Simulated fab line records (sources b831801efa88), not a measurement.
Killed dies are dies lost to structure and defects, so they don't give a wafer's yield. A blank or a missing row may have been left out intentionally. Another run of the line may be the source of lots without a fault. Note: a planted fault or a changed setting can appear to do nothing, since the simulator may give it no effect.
fab line records + flow sky130
[record]
- lots = 7
- wafers = 21
- lastDay = 50
route steps=708 shown LDD_HVN@274 LDD_HVP@278 PAD_OPEN@708
lots that met no fault: taken from a fault-free run of the same line
startH: hours from the record's opening day to when the first of the lot's shown wafers began + waitH: hours elapsed since this lot's preceding step + " as in the row above + L1.1+2: a single row standing in for several wafers + - no value, or no start was given + * or withheld: withheld + < > ~ a bound
route shown NAME@n: a module of which the file shows steps, and the number in the route of the first + usual: average and standard deviation across the fault-free wafers + same: alike in all rows + chamber/n: place in a boat + sites: readings site by site + _std_site: standard deviation of those values + _edge_site: the outer-site mean with the inner-site mean subtracted + radiusMm: how far each site lies from the wafer's centre + mask NAME#n: copy n + behind: tool/chamber where the wafer was last shaped + hold: cause of the lot's hold/its duration in hours/its outcome + device: transistor that didn't switch, given as n, p or np + end of line: the tests these same wafers got at the end of their route + step lacking rows: just its recipe + killed: dies lost to structure and defects at the first sort, not the wafer's yield + map: dies across one wafer; x = killed, . = not, _ = none there
set.NAME: the run value of the setting; set.NAME@STEP: its run value at that earlier step + model.NAME: the simulator's own value behind a step, which no gauge read
lots at selected steps of the route; one table per step, one row per wafer
services: the hour from which a tool's chamber was out of use, counted from the record's first day as startH (under 0 if before that day), plus the number of hours and why
[[steps]]
[step SKY_LDD_HVN_OVL_MEAS_07]
[usual]
- LDD_HVN_OVL = -0.1/1.4
| lot.wafer | tool       | chamber | startH | waitH | LDD_HVN_OVL[nm] |
|-----------|------------|---------|--------|-------|-----------------|
| L328.2    | overlay-02 | -       | 517.17 | 0.1   | 0.0             |
| L328.4    | "          | -       | "      | "     | -0.7            |
| L328.5    | "          | -       | "      | "     | -0.3            |
| L335.2    | overlay-01 | -       | 578.19 | 0.1   | 1.6             |
| L335.5    | "          | -       | "      | "     | -0.1            |
| L335.6    | "          | -       | "      | "     | 1.6             |
| L339.2    | overlay-01 | -       | 607.27 | 0.1   | 1.8             |
| L339.4    | "          | -       | "      | "     | 1.7             |
| L339.5    | "          | -       | "      | "     | 0.4             |
| L340.1    | overlay-01 | -       | 611.99 | 0.1   | 0.4             |
| L340.2    | "          | -       | "      | "     | -1.0            |
| L340.3    | "          | -       | "      | "     | -0.4            |
| L341.1    | overlay-02 | -       | 620.74 | 0.1   | -2.5            |
| L341.2    | "          | -       | "      | "     | -3.3            |
| L341.6    | "          | -       | "      | "     | -2.4            |
| L342.2    | overlay-01 | -       | 623.24 | 0.1   | -0.9            |
| L342.3    | "          | -       | "      | "     | -0.8            |
| L342.6    | "          | -       | "      | "     | -1.2            |
| L347.2    | overlay-01 | -       | 661.52 | 0.1   | 0.6             |
| L347.3    | "          | -       | "      | "     | 1.0             |
| L347.4    | "          | -       | "      | "     | 1.0             |
[step SKY_LDD_HVN_IMPLANT_08]
[recipe]
- species = P
- energyKev = 60
- doseCm2 = 3e+13
- tiltDeg = 40
[step SKY_LDD_HVN_STRIP_09]
[recipe]
- chemistry = O2/N2
- powerW = 1400
- pressureMtorr = 1500
- platenTempC = withheld
- o2FlowSccm = 3000
- n2FlowSccm = 300
- overashFraction = 0.5
[usual]
- drypumpMotorCurrentA = 5.7/0.39
- o2FlowSccm = 3001/8.1
- oesProductAu = 0.408/0.0046
- stripTimeToEndpointS = 4.135/0.014
| lot.wafer | tool           | chamber | startH | waitH | drypumpMotorCurrentA | o2FlowSccm | oesProductAu | rfHoursCounterH | stripTimeToEndpointS |
|-----------|----------------|---------|--------|-------|----------------------|------------|--------------|-----------------|----------------------|
| L328.2    | plasmaAsher-01 | 0       | 517.35 | 0.1   | 5.0                  | 2998       | 0.404        | 38              | 4.118                |
| L328.4    | "              | 0       | "      | "     | 5.1                  | 2994       | 0.412        | -               | 4.130                |
| L328.5    | "              | 1       | "      | "     | 5.9                  | 2993       | 0.410        | -               | 4.124                |
| L335.2    | plasmaAsher-02 | 0       | 578.37 | 0.1   | 6.4                  | 3002       | 0.412        | 72              | 4.139                |
| L335.5    | "              | 0       | "      | "     | 6.4                  | 2987       | 0.412        | -               | 4.133                |
| L335.6    | "              | 1       | "      | "     | 5.9                  | 3003       | 0.409        | -               | 4.102                |
| L339.2    | plasmaAsher-02 | 1       | 607.45 | 0.1   | 5.9                  | 3002       | 0.414        | 74              | 4.126                |
| L339.4    | "              | 1       | "      | "     | 5.9                  | 3004       | 0.406        | -               | 4.135                |
| L339.5    | "              | 0       | "      | "     | 6.4                  | 2995       | 0.409        | -               | 4.157                |
| L340.1    | plasmaAsher-01 | 1       | 612.17 | 0.1   | 5.9                  | 3011       | 0.410        | 44              | 4.120                |
| L340.2    | "              | 0       | "      | "     | 5.1                  | 3007       | 0.405        | 44              | 4.123                |
| L340.3    | "              | 0       | "      | "     | 5.1                  | 2996       | 0.407        | -               | 4.120                |
| L341.1    | plasmaAsher-02 | 1       | 620.92 | 0.1   | 5.9                  | 3002       | 0.406        | 76              | 4.127                |
| L341.2    | "              | 0       | "      | "     | 6.4                  | 2999       | 0.413        | 76              | 4.126                |
| L341.6    | "              | 0       | "      | "     | 6.4                  | 3005       | 0.407        | -               | 4.134                |
| L342.2    | plasmaAsher-04 | 1       | 623.42 | 0.1   | 5.7                  | 2994       | 0.403        | 98              | 4.136                |
| L342.3    | "              | 1       | "      | "     | 5.8                  | 3006       | 0.415        | -               | 4.133                |
| L342.6    | "              | 1       | "      | "     | 5.7                  | 2998       | 0.412        | -               | 4.138                |
| L347.2    | plasmaAsher-04 | 1       | 661.70 | 0.1   | 5.6                  | 3000       | 0.414        | 101             | 4.130                |
| L347.3    | "              | 0       | "      | "     | 5.5                  | 3017       | 0.405        | -               | 4.132                |
| L347.4    | "              | 1       | "      | "     | 5.7                  | 2997       | 0.403        | -               | 4.131                |
[step SKY_LDD_HVN_TW_MEAS_10]
[usual]
- LDD_HVN_TW = 1437/9.8
| lot.wafer | tool         | chamber | startH | waitH | LDD_HVN_TW |
|-----------|--------------|---------|--------|-------|------------|
| L328.2    | filmMetro-02 | -       | 517.46 | 0.1   | 1426       |
| L328.4    | "            | -       | "      | "     | 1425       |
| L328.5    | "            | -       | "      | "     | 1422       |
| L335.2    | filmMetro-02 | -       | 578.48 | 0.1   | 1418       |
| L335.5    | "            | -       | "      | "     | 1422       |
| L335.6    | "            | -       | "      | "     | 1419       |
| L339.2    | filmMetro-02 | -       | 607.56 | 0.1   | 1428       |
| L339.4    | "            | -       | "      | "     | 1434       |
| L339.5    | "            | -       | "      | "     | 1429       |
| L340.1    | filmMetro-02 | -       | 612.27 | 0.1   | 1432       |
| L340.2    | "            | -       | "      | "     | 1431       |
| L340.3    | "            | -       | "      | "     | 1437       |
| L341.1    | filmMetro-04 | -       | 621.02 | 0.1   | 1433       |
| L341.2    | "            | -       | "      | "     | 1442       |
| L341.6    | "            | -       | "      | "     | 1443       |
| L342.2    | filmMetro-02 | -       | 623.53 | 0.1   | 1434       |
| L342.3    | "            | -       | "      | "     | 1425       |
| L342.6    | "            | -       | "      | "     | 1431       |
| L347.2    | filmMetro-04 | -       | 661.81 | 0.1   | 1437       |
| L347.3    | "            | -       | "      | "     | 1432       |
| L347.4    | "            | -       | "      | "     | 1428       |
[step SKY_LDD_HVP_DEHYDRATE_00]
[recipe]
- tempC = 200
- timeS = 60
[step SKY_LDD_HVP_HMDS_01]
[recipe]
- primeTimeS = 60
- primeTempC = 120
[step SKY_LDD_HVP_COAT_02]
[recipe]
- resist = NOVOLAK
- spinRpm = 3000
- resistThkNm = 300
[step SKY_LDD_HVP_SOFTBAKE_03]
[recipe]
- tempC = 90
- timeS = 60
- resist = NOVOLAK
[step SKY_LDD_HVP_EXPOSE_04]
[recipe]
- maskId = HVPTM
- na = 0.6
- sourceShape = conventional
- sigmaOuter = 0.6
- polarization = unpolarized
- targetCdNm = 700
- doseMj = 86
[step SKY_LDD_HVP_PEB_05]
[recipe]
- tempC = withheld
- timeS = *
- resist = NOVOLAK
[step SKY_LDD_HVP_DEVELOP_06]
[recipe]
- resist = NOVOLAK
- developer = TMAH
- developTimeS = 60
- devTempC = 23
[step SKY_LDD_HVP_OVL_MEAS_07]
[usual]
- LDD_HVP_OVL = -0.5/1.3
| lot.wafer | tool       | chamber | startH | waitH | LDD_HVP_OVL[nm] |
|-----------|------------|---------|--------|-------|-----------------|
| L328.2    | overlay-01 | -       | 548.22 | 0.1   | 1.7             |
| L328.4    | "          | -       | "      | "     | 0.4             |
| L328.5    | "          | -       | "      | "     | 1.5             |
| L335.2    | overlay-01 | -       | 608.22 | 0.1   | -2.3            |
| L335.5    | "          | -       | "      | "     | -0.5            |
| L335.6    | "          | -       | "      | "     | 1.1             |
| L339.2    | overlay-01 | -       | 636.12 | 0.1   | 0.8             |
| L339.4    | "          | -       | "      | "     | -0.6            |
| L339.5    | "          | -       | "      | "     | 0.9             |
| L340.1    | overlay-01 | -       | 641.12 | 0.1   | 1.5             |
| L340.2    | "          | -       | "      | "     | -1.7            |
| L340.3    | "          | -       | "      | "     | 0.6             |
| L341.1    | overlay-01 | -       | 649.24 | 0.1   | 1.1             |
| L341.2    | "          | -       | "      | "     | 0.6             |
| L341.6    | "          | -       | "      | "     | 0.4             |
| L342.2    | overlay-01 | -       | 652.07 | 0.1   | -2.5            |
| L342.3    | "          | -       | "      | "     | 0.3             |
| L342.6    | "          | -       | "      | "     | -0.4            |
| L347.2    | overlay-01 | -       | 689.62 | 0.1   | 1.0             |
| L347.3    | "          | -       | "      | "     | 0.4             |
| L347.4    | "          | -       | "      | "     | -2.7            |
[step SKY_LDD_HVP_IMPLANT_08]
[recipe]
- species = B
- energyKev = 20
- doseCm2 = 1.7e+13
- tiltDeg = 17.9
[usual]
- beamOnS = 9.99/0.18
- faradayCurrentUA = 95.9/1.8
| lot.wafer | tool         | chamber | startH | waitH | beamOnS | faradayCurrentUA |
|-----------|--------------|---------|--------|-------|---------|------------------|
| L328.2    | implanter-03 | 0       | 548.28 | 0.0   | 10.22   | 94.1             |
| L328.4    | "            | 0       | "      | "     | 9.94    | 96.4             |
| L328.5    | "            | 0       | "      | "     | 10.07   | 95.0             |
| L335.2    | implanter-03 | 0       | 608.28 | 0.0   | 9.54    | 100.5            |
| L335.5    | "            | 0       | "      | "     | 9.91    | 97.1             |
| L335.6    | "            | 0       | "      | "     | 9.99    | 95.8             |
| L339.2    | implanter-03 | 0       | 636.18 | 0.0   | 12.01   | 79.9             |
| L339.4    | "            | 0       | "      | "     | 11.86   | 80.9             |
| L339.5    | "            | 0       | "      | "     | 12.20   | 78.7             |
| L340.1    | implanter-03 | 0       | 641.15 | 0.0   | 12.42   | 77.3             |
| L340.2    | "            | 0       | "      | "     | 12.22   | 78.5             |
| L340.3    | "            | 0       | "      | "     | 11.74   | 81.1             |
| L341.1    | implanter-03 | 0       | 649.27 | 0.0   | 12.39   | 77.3             |
| L341.2    | "            | 0       | "      | "     | 12.34   | 77.4             |
| L341.6    | "            | 0       | "      | "     | 12.00   | 79.9             |
| L342.2    | implanter-04 | 0       | 652.13 | 0.0   | 10.14   | 94.5             |
| L342.3    | "            | 0       | "      | "     | 10.21   | 94.1             |
| L342.6    | "            | 0       | "      | "     | 10.29   | 93.1             |
| L347.2    | implanter-04 | 0       | 689.68 | 0.0   | 10.17   | 94.2             |
| L347.3    | "            | 0       | "      | "     | 10.08   | 95.0             |
| L347.4    | "            | 0       | "      | "     | 9.99    | 95.4             |
[step SKY_LDD_HVP_STRIP_09]
[recipe]
- chemistry = O2/N2
- powerW = 1400
- pressureMtorr = 1500
- platenTempC = withheld
- o2FlowSccm = 3000
- n2FlowSccm = 300
- overashFraction = 0.5
[usual]
- drypumpMotorCurrentA = 5.8/0.46
- o2FlowSccm = 2999/8.5
- oesProductAu = 0.409/0.0045
- stripTimeToEndpointS = 4.133/0.014
| lot.wafer | tool           | chamber | startH | waitH | drypumpMotorCurrentA | o2FlowSccm | oesProductAu | rfHoursCounterH | stripTimeToEndpointS |
|-----------|----------------|---------|--------|-------|----------------------|------------|--------------|-----------------|----------------------|
| L328.2    | plasmaAsher-02 | 1       | 548.40 | 0.1   | 5.9                  | 3014       | 0.410        | 68              | 4.137                |
| L328.4    | "              | 1       | "      | "     | 5.9                  | 3013       | 0.411        | -               | 4.147                |
| L328.5    | "              | 1       | "      | "     | 5.9                  | 3000       | 0.407        | -               | 4.144                |
| L335.2    | plasmaAsher-01 | 1       | 608.40 | 0.1   | 5.9                  | 3002       | 0.409        | 44              | 4.159                |
| L335.5    | "              | 1       | "      | "     | 5.9                  | 3007       | 0.412        | -               | 4.151                |
| L335.6    | "              | 0       | "      | "     | 5.1                  | 2998       | 0.407        | -               | 4.151                |
| L339.2    | plasmaAsher-02 | 1       | 636.30 | 0.1   | 5.9                  | 3006       | 0.403        | 77              | 4.144                |
| L339.4    | "              | 1       | "      | "     | 5.9                  | 3007       | 0.413        | -               | 4.156                |
| L339.5    | "              | 1       | "      | "     | 5.9                  | 2996       | 0.407        | -               | 4.122                |
| L340.1    | plasmaAsher-01 | 1       | 641.30 | 0.1   | 5.9                  | 3005       | 0.410        | 47              | 4.142                |
| L340.2    | "              | 0       | "      | "     | 5.0                  | 3001       | 0.401        | 47              | 4.113                |
| L340.3    | "              | 1       | "      | "     | 5.9                  | 2996       | 0.408        | -               | 4.142                |
| L341.1    | plasmaAsher-03 | 0       | 649.42 | 0.1   | 5.3                  | 3006       | 0.402        | 23              | 4.122                |
| L341.2    | "              | 1       | "      | "     | 5.4                  | 2994       | 0.406        | 23              | 4.099                |
| L341.6    | "              | 0       | "      | "     | 5.3                  | 3002       | 0.409        | -               | 4.109                |
| L342.2    | plasmaAsher-01 | 1       | 652.25 | 0.1   | 5.9                  | 3001       | 0.418        | 48              | 4.146                |
| L342.3    | "              | 0       | "      | "     | 5.1                  | 2996       | 0.418        | -               | 4.133                |
| L342.6    | "              | 0       | "      | "     | 5.1                  | 3001       | 0.408        | -               | 4.159                |
| L347.2    | plasmaAsher-01 | 0       | 689.80 | 0.1   | 5.1                  | 3006       | 0.413        | 52              | 4.126                |
| L347.3    | "              | 1       | "      | "     | 5.9                  | 2994       | 0.410        | -               | 4.134                |
| L347.4    | "              | 0       | "      | "     | 5.1                  | 3003       | 0.416        | -               | 4.148                |
[step SKY_LDD_HVP_TW_MEAS_10]
[usual]
- LDD_HVP_TW = 454/3.2
| lot.wafer | tool         | chamber | startH | waitH | hold                    | LDD_HVP_TW |
|-----------|--------------|---------|--------|-------|-------------------------|------------|
| L328.2    | filmMetro-03 | -       | 548.51 | 0.1   | -                       | 462        |
| L328.4    | "            | -       | "      | "     | -                       | 461        |
| L328.5    | "            | -       | "      | "     | -                       | 462        |
| L335.2    | filmMetro-01 | -       | 608.51 | 0.1   | -                       | 453        |
| L335.5    | "            | -       | "      | "     | -                       | 451        |
| L335.6    | "            | -       | "      | "     | -                       | 452        |
| L339.2    | filmMetro-02 | -       | 636.41 | 0.1   | awaitDispo/0.2h/release | 484        |
| L339.4    | "            | -       | "      | "     | awaitDispo/0.2h/release | 481        |
| L339.5    | "            | -       | "      | "     | awaitDispo/0.2h/release | 482        |
| L339.2    | filmMetro-02 | -       | 636.64 | 0.2   | -                       | 481        |
| L339.4    | "            | -       | "      | "     | -                       | 484        |
| L339.5    | "            | -       | "      | "     | -                       | 482        |
| L340.1    | filmMetro-03 | -       | 641.40 | 0.1   | awaitDispo/0.2h/release | 484        |
| L340.2    | "            | -       | "      | "     | awaitDispo/0.2h/release | 483        |
| L340.3    | "            | -       | "      | "     | awaitDispo/0.2h/release | 484        |
| L340.1    | filmMetro-03 | -       | 641.63 | 0.2   | -                       | 484        |
| L340.2    | "            | -       | "      | "     | -                       | 486        |
| L340.3    | "            | -       | "      | "     | -                       | 483        |
| L341.1    | filmMetro-01 | -       | 649.52 | 0.1   | awaitDispo/0.2h/release | 481        |
| L341.2    | "            | -       | "      | "     | awaitDispo/0.2h/release | 480        |
| L341.6    | "            | -       | "      | "     | awaitDispo/0.2h/release | 479        |
| L341.1    | filmMetro-01 | -       | 649.75 | 0.2   | -                       | 479        |
| L341.2    | "            | -       | "      | "     | -                       | 478        |
| L341.6    | "            | -       | "      | "     | -                       | 480        |
| L342.2    | filmMetro-01 | -       | 652.36 | 0.1   | -                       | 455        |
| L342.3    | "            | -       | "      | "     | -                       | 453        |
| L342.6    | "            | -       | "      | "     | -                       | 454        |
| L347.2    | filmMetro-02 | -       | 689.91 | 0.1   | -                       | 453        |
| L347.3    | "            | -       | "      | "     | -                       | 452        |
| L347.4    | "            | -       | "      | "     | -                       | 450        |
[step SKY_PAD_OPEN_PROBE_99]
[usual]
- killed_at_M0_to_M3 = 44/8.6
- killed_at_M4_up = 3.4/1.9
- killedAtContacts = 23/5.7
- killedAtFrontEnd = 15/4.5
- killedAtOther = 0.4/0.62
- killedDies = 86/11
- killedOpen = 46/7.6
- killedShort = 39/6.3
[same]
- grossDies = 492
- killedAtBackSide = 0
| lot.wafer | tool      | chamber | startH  | waitH | killed_at_M0_to_M3 | killed_at_M4_up | killedAtContacts | killedAtFrontEnd | killedAtOther | killedDies | killedOpen | killedShort | model.etest.tip_p_5v.rsOhmSq |
|-----------|-----------|---------|---------|-------|--------------------|-----------------|------------------|------------------|---------------|------------|------------|-------------|------------------------------|
| L328.2    | prober-01 | -       | 1117.03 | 0.1   | 54                 | 4               | 26               | 14               | 1             | 99         | 58         | 40          | 2843                         |
| L328.4    | prober-01 | -       | 1117.13 | 0.2   | 47                 | 4               | 17               | 17               | 1             | 86         | 45         | 41          | 2849                         |
| L328.5    | prober-01 | -       | 1117.18 | 0.2   | 45                 | 3               | 25               | 8                | 0             | 81         | 38         | 42          | 2830                         |
| L335.2    | prober-01 | -       | 1155.79 | 0.1   | 46                 | 5               | 28               | 15               | 0             | 94         | 54         | 40          | 2854                         |
| L335.5    | prober-01 | -       | 1155.94 | 0.2   | 43                 | 5               | 27               | 21               | 0             | 96         | 47         | 49          | 2844                         |
| L335.6    | prober-01 | -       | 1155.99 | 0.2   | 32                 | 1               | 30               | 19               | 0             | 82         | 38         | 44          | 2842                         |
| L340.1    | prober-02 | -       | 1175.13 | 0.1   | 33                 | 2               | 24               | 10               | 1             | 70         | 30         | 38          | 2506                         |
| L340.2    | prober-02 | -       | 1175.18 | 0.1   | 40                 | 11              | 19               | 13               | 0             | 83         | 48         | 35          | 2506                         |
| L340.3    | prober-02 | -       | 1175.23 | 0.2   | 45                 | 5               | 21               | 15               | 1             | 87         | 47         | 38          | 2503                         |
| L339.2    | prober-01 | -       | 1176.69 | 0.1   | 58                 | 5               | 22               | 17               | 1             | 103        | 50         | 51          | 2501                         |
| L339.4    | prober-01 | -       | 1176.79 | 0.2   | 31                 | 2               | 22               | 16               | 1             | 72         | 31         | 41          | 2489                         |
| L339.5    | prober-01 | -       | 1176.84 | 0.2   | 31                 | 2               | 28               | 14               | 0             | 75         | 43         | 32          | 2490                         |
| L341.1    | prober-01 | -       | 1180.14 | 0.1   | 61                 | 2               | 24               | 13               | 0             | 100        | 49         | 51          | 2484                         |
| L341.2    | prober-01 | -       | 1180.19 | 0.1   | 61                 | 3               | 28               | 20               | 0             | 112        | 66         | 46          | 2510                         |
| L341.6    | prober-01 | -       | 1180.39 | 0.2   | 30                 | 7               | 19               | 20               | 1             | 77         | 44         | 33          | 2525                         |
| L342.2    | prober-02 | -       | 1185.10 | 0.1   | 40                 | 2               | 37               | 17               | 0             | 96         | 48         | 48          | 2827                         |
| L342.3    | prober-02 | -       | 1185.15 | 0.2   | 39                 | 3               | 22               | 22               | 2             | 88         | 49         | 39          | 2841                         |
| L342.6    | prober-02 | -       | 1185.30 | 0.2   | 34                 | 4               | 19               | 16               | 0             | 73         | 37         | 36          | 2817                         |
| L347.2    | prober-01 | -       | 1202.02 | 0.1   | 26                 | 7               | 31               | 14               | 0             | 78         | 44         | 33          | 2858                         |
| L347.3    | prober-01 | -       | 1202.07 | 0.2   | 45                 | 4               | 32               | 28               | 0             | 109        | 52         | 56          | 2858                         |
| L347.4    | prober-01 | -       | 1202.12 | 0.2   | 50                 | 4               | 36               | 13               | 0             | 103        | 58         | 44          | 2878                         |
// killed by level:class
L328.2 VIA1:geometricParticle:open=17 CONTACT:geometricParticle:open=8 VIA2:geometricParticle:open=7 LOCAL_INTERCONNECT:geometricParticle:short=6 CONTACT:geometricParticle:short=5 VIA3:geometricParticle:open=5 VIA1:geometricParticle:short=5 METAL2:geometricParticle:short=5
L328.4 VIA1:geometricParticle:open=10 VIA3:geometricParticle:open=8 VIA1:geometricParticle:short=8 METAL1:geometricParticle:short=7 FIELD_ISO:geometricParticle:open=6 POLY_GATE:geometricParticle:open=5 METAL3:geometricParticle:short=5 CONTACT:geometricParticle:short=4
L328.5 VIA1:geometricParticle:open=9 LI_CONTACT:geometricParticle:open=7 METAL1:geometricParticle:short=6 METAL2:geometricParticle:short=6 VIA3:geometricParticle:open=6 LOCAL_INTERCONNECT:geometricParticle:short=5 CONTACT:geometricParticle:short=5 VIA2:geometricParticle:open=5
L335.2 VIA1:geometricParticle:open=14 CONTACT:geometricParticle:open=11 LI_CONTACT:geometricParticle:open=8 METAL2:geometricParticle:short=7 VIA2:geometricParticle:open=7 VIA3:geometricParticle:short=5 POLY_GATE:geometricParticle:open=4 LI_CONTACT:geometricParticle:short=4
L335.5 VIA1:geometricParticle:open=9 VIA3:geometricParticle:open=8 LI_CONTACT:geometricParticle:open=8 FIELD_ISO:geometricParticle:open=7 FIELD_ISO:geometricParticle:short=6 LOCAL_INTERCONNECT:geometricParticle:short=6 VIA2:geometricParticle:open=6 METAL1:geometricParticle:short=5
L335.6 LOCAL_INTERCONNECT:geometricParticle:short=11 VIA1:geometricParticle:open=11 LI_CONTACT:geometricParticle:open=7 FIELD_ISO:geometricParticle:short=6 FIELD_ISO:geometricParticle:open=5 POLY_GATE:geometricParticle:open=5 LI_CONTACT:geometricParticle:short=4 CONTACT:geometricParticle:open=4
L340.1 LI_CONTACT:geometricParticle:open=8 CONTACT:geometricParticle:short=7 METAL1:geometricParticle:short=7 VIA3:geometricParticle:open=6 VIA2:geometricParticle:open=5 LOCAL_INTERCONNECT:geometricParticle:short=4 VIA1:geometricParticle:open=4 FIELD_ISO:geometricParticle:open=3
L340.2 METAL1:geometricParticle:short=9 VIA1:geometricParticle:open=9 CONTACT:geometricParticle:open=7 METAL4:geometricParticle:short=7 FIELD_ISO:geometricParticle:open=6 LI_CONTACT:geometricParticle:open=6 VIA2:geometricParticle:open=6 METAL2:geometricParticle:short=4
L340.3 VIA1:geometricParticle:open=8 METAL1:geometricParticle:short=7 METAL2:geometricParticle:short=7 FIELD_ISO:geometricParticle:open=6 LI_CONTACT:geometricParticle:open=6 VIA3:geometricParticle:open=6 VIA2:geometricParticle:open=6 CONTACT:geometricParticle:open=5
L339.2 VIA1:geometricParticle:open=13 LI_CONTACT:geometricParticle:open=8 METAL1:geometricParticle:short=8 VIA2:geometricParticle:open=7 FIELD_ISO:geometricParticle:short=6 METAL2:geometricParticle:short=6 CONTACT:geometricParticle:open=5 VIA1:geometricParticle:short=5
L339.4 LI_CONTACT:geometricParticle:open=7 METAL1:geometricParticle:short=7 LI_CONTACT:geometricParticle:short=5 VIA1:geometricParticle:open=5 CONTACT:geometricParticle:short=5 FIELD_ISO:geometricParticle:short=4 METAL3:geometricParticle:short=4 CONTACT:geometricParticle:open=4
L339.5 CONTACT:geometricParticle:open=11 LI_CONTACT:geometricParticle:open=7 VIA3:geometricParticle:open=6 CONTACT:geometricParticle:short=6 METAL3:geometricParticle:short=5 POLY_GATE:geometricParticle:open=4 METAL2:geometricParticle:short=4 VIA2:geometricParticle:open=4
L341.1 VIA3:geometricParticle:open=12 METAL1:geometricParticle:short=8 VIA1:geometricParticle:open=8 LI_CONTACT:geometricParticle:open=7 METAL2:geometricParticle:short=6 VIA1:geometricParticle:short=6 CONTACT:geometricParticle:open=5 METAL3:geometricParticle:short=5
L341.2 VIA1:geometricParticle:open=20 CONTACT:geometricParticle:open=15 VIA2:geometricParticle:open=9 VIA3:geometricParticle:open=8 VIA2:geometricParticle:short=6 FIELD_ISO:geometricParticle:open=5 POLY_GATE:geometricParticle:open=5 LI_CONTACT:geometricParticle:short=5
L341.6 VIA2:geometricParticle:open=11 CONTACT:geometricParticle:open=9 CONTACT:geometricParticle:short=7 POLY_GATE:geometricParticle:open=5 METAL2:geometricParticle:short=5 FIELD_ISO:geometricParticle:open=4 FIELD_ISO:geometricParticle:short=4 METAL4:geometricParticle:short=4
L342.2 CONTACT:geometricParticle:open=14 LI_CONTACT:geometricParticle:open=12 FIELD_ISO:geometricParticle:short=8 VIA1:geometricParticle:open=8 CONTACT:geometricParticle:short=6 METAL1:geometricParticle:short=6 VIA1:geometricParticle:short=5 VIA2:geometricParticle:open=5
L342.3 VIA1:geometricParticle:open=12 CONTACT:geometricParticle:open=7 FIELD_ISO:geometricParticle:open=6 FIELD_ISO:geometricParticle:short=6 LI_CONTACT:geometricParticle:open=6 VIA1:geometricParticle:short=5 VIA2:geometricParticle:open=5 POLY_GATE:geometricParticle:short=4
L342.6 LI_CONTACT:geometricParticle:open=8 VIA3:geometricParticle:short=6 VIA3:geometricParticle:open=6 VIA1:geometricParticle:open=5 VIA2:geometricParticle:open=5 CONTACT:geometricParticle:short=4 CONTACT:geometricParticle:open=4 VIA1:geometricParticle:short=4
L347.2 CONTACT:geometricParticle:open=11 LI_CONTACT:geometricParticle:open=10 VIA1:geometricParticle:open=9 METAL4:geometricParticle:short=6 LOCAL_INTERCONNECT:geometricParticle:short=5 CONTACT:geometricParticle:short=5 FIELD_ISO:geometricParticle:open=4 FIELD_ISO:geometricParticle:short=4
L347.3 VIA1:geometricParticle:open=10 LI_CONTACT:geometricParticle:open=9 CONTACT:geometricParticle:open=9 POLY_GATE:geometricParticle:short=8 VIA2:geometricParticle:open=6 FIELD_ISO:geometricParticle:short=5 POLY_GATE:geometricParticle:open=5 LOCAL_INTERCONNECT:geometricParticle:short=5
L347.4 LI_CONTACT:geometricParticle:open=14 VIA1:geometricParticle:open=9 VIA3:geometricParticle:open=9 CONTACT:geometricParticle:open=8 METAL1:geometricParticle:short=7 VIA2:geometricParticle:open=7 LOCAL_INTERCONNECT:geometricParticle:short=5 CONTACT:geometricParticle:short=5
[[services]]
| tool           | chamber | startH | hours | kind   |
|----------------|---------|--------|-------|--------|
| plasmaAsher-01 | -       | 541.29 | 28.1  | pm     |
| plasmaAsher-02 | -       | 560.32 | 1.0   | repair |
| implanter-03   | -       | 566.77 | 3.4   | pm     |
| plasmaAsher-01 | -       | 569.39 | 2.8   | pm     |
| plasmaAsher-04 | -       | 573.52 | 1.0   | repair |
| plasmaAsher-02 | -       | 610.15 | 0.9   | repair |
| plasmaAsher-04 | -       | 645.43 | 3.6   | repair |
[[key]]
[firstSign]
- step = SKY_LDD_HVP_IMPLANT_08
- reading = beamOnS
- direction = up
- sigmas = 12
- usual = 9.99
- struck = 12.13
[effect]
- step = SKY_LDD_HVP_IMPLANT_08
- reading = faradayCurrentUA
- direction = down
- sigmas = 9.5
- usual = 95.9
- struck = 79.0
[effect]
- step = SKY_LDD_HVP_TW_MEAS_10
- reading = visit
- direction = added
[effect]
- step = SKY_LDD_HVP_TW_MEAS_10
- reading = LDD_HVP_TW
- direction = up
- sigmas = 8.7
- usual = 454
- struck = 482
[modelEffect]
- step = SKY_PAD_OPEN_PROBE_99
- value = etest.tip_p_5v.rsOhmSq
- without = 2879
- struck = 2502
metAt SKY_LDD_HVP_IMPLANT_08
struckWafers L339.2,L339.4,L339.5,L340.1,L340.2,L340.3,L341.1,L341.2,L341.6
testerLeftOut L339,L340,L341
onsetBetween 608.28 636.18
[fault]
- kind = processParameterDrift
- tool = implanter-03
- chamber = -
- onsetH = 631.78
- steps = SKY_LDD_HVP_IMPLANT_08
- channel = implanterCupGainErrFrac
- offset = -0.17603
- shape = step
- endH = 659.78
// testerLeftOut: of these lots the tester's yield and bins aren't shown, on N5 and GAA mostly nor the transistor test; their killed dies are dies lost to structure and defects alone, not to doping, threshold or leakage, so they don't give the yield
